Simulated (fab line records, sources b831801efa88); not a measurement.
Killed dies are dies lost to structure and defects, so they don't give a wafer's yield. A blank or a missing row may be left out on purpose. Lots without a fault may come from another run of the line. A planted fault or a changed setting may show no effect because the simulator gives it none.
Chamber matching || flow sky130 || rieDiel-03 running SKY_VIA3_ETCH_15: 4 sister chambers
The step etches SiO2 in C4F8/O2/Ar, stops on TiN, target depth 507 nm, time 78 s. 18 wafers are shown with their chamber, then 9 later ones without.

## WAFERS WITH THEIR CHAMBER
{"wafer": "L074.1", "chamber": 1, "oesProductAu (a.u.)": 0.954}
{"wafer": "L074.2", "chamber": 3, "oesProductAu (a.u.)": 0.946}
{"wafer": "L074.3", "chamber": 2, "oesProductAu (a.u.)": 0.943}
{"wafer": "L079.1", "chamber": 2, "oesProductAu (a.u.)": 0.943}
{"wafer": "L079.2", "chamber": 0, "oesProductAu (a.u.)": 0.947}
{"wafer": "L079.3", "chamber": 3, "oesProductAu (a.u.)": 0.947}
{"wafer": "L079.4", "chamber": 1, "oesProductAu (a.u.)": 0.948}
{"wafer": "L079.5", "chamber": 3, "oesProductAu (a.u.)": 0.935}
{"wafer": "L079.6", "chamber": 0, "oesProductAu (a.u.)": 0.940}
{"wafer": "L080.3", "chamber": 1, "oesProductAu (a.u.)": 0.956}
{"wafer": "L080.4", "chamber": 2, "oesProductAu (a.u.)": 0.951}
{"wafer": "L080.5", "chamber": 3, "oesProductAu (a.u.)": 0.955}
{"wafer": "L083.3", "chamber": 0, "oesProductAu (a.u.)": 0.943}
{"wafer": "L083.4", "chamber": 2, "oesProductAu (a.u.)": 0.939}
{"wafer": "L083.5", "chamber": 1, "oesProductAu (a.u.)": 0.948}
{"wafer": "L086.1", "chamber": 3, "oesProductAu (a.u.)": 0.942}
{"wafer": "L086.2", "chamber": 1, "oesProductAu (a.u.)": 0.938}
{"wafer": "L086.3", "chamber": 2, "oesProductAu (a.u.)": 0.944}

SIGNATURES (averages over the wafers above)
{"reading": "oesProductAu", "chamber 0": 0.94333, "chamber 1": 0.94880, "chamber 2": 0.94400, "chamber 3": 0.94500, "scatter within a chamber": 0.00604}
Rule: for a wafer and a chamber, the distance is found by dividing, reading by reading, the gap between the wafer's reading and the chamber's mean by the reading's scatter, squaring, summing and taking the root. If the next closest chamber is less than 2 further off than the closest, the wafer can't be placed; otherwise it belongs to the closest. The scatter is the square root of a quotient: the sum, over the shown wafers, of each reading's squared deviation from its chamber's mean, divided by wafers minus chambers.

## WAFERS WHOSE CHAMBER IS MISSING
{"wafer": "L086.4", "oesProductAu (a.u.)": 0.940}
{"wafer": "L086.5", "oesProductAu (a.u.)": 0.955}
{"wafer": "L086.6", "oesProductAu (a.u.)": 0.945}
{"wafer": "L090.1", "oesProductAu (a.u.)": 0.945}
{"wafer": "L090.2", "oesProductAu (a.u.)": 0.951}
{"wafer": "L090.5", "oesProductAu (a.u.)": 0.942}
{"wafer": "L096.2", "oesProductAu (a.u.)": 0.945}
{"wafer": "L096.3", "oesProductAu (a.u.)": 0.945}
{"wafer": "L096.5", "oesProductAu (a.u.)": 0.949}

## EACH ONE'S CHAMBER
{"wafer": "L086.4", "from the rows above": "can't be placed: 0 or 2 or 3 or 1", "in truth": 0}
{"wafer": "L086.5", "from the rows above": "can't be placed: 1 or 3 or 2 or 0", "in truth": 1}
{"wafer": "L086.6", "from the rows above": "can't be placed: 3 or 2 or 0 or 1", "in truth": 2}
{"wafer": "L090.1", "from the rows above": "can't be placed: 3 or 2 or 0 or 1", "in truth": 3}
{"wafer": "L090.2", "from the rows above": "can't be placed: 1 or 3 or 2 or 0", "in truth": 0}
{"wafer": "L090.5", "from the rows above": "can't be placed: 0 or 2 or 3 or 1", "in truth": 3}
{"wafer": "L096.2", "from the rows above": "can't be placed: 3 or 2 or 0 or 1", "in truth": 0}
{"wafer": "L096.3", "from the rows above": "can't be placed: 3 or 2 or 0 or 1", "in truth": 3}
{"wafer": "L096.5", "from the rows above": "can't be placed: 1 or 3 or 2 or 0", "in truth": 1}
Placed correctly: 0 of 9. From these rows, 9 cannot be placed; in 9 the true chamber is one of the candidates. Placed wrongly: 0.
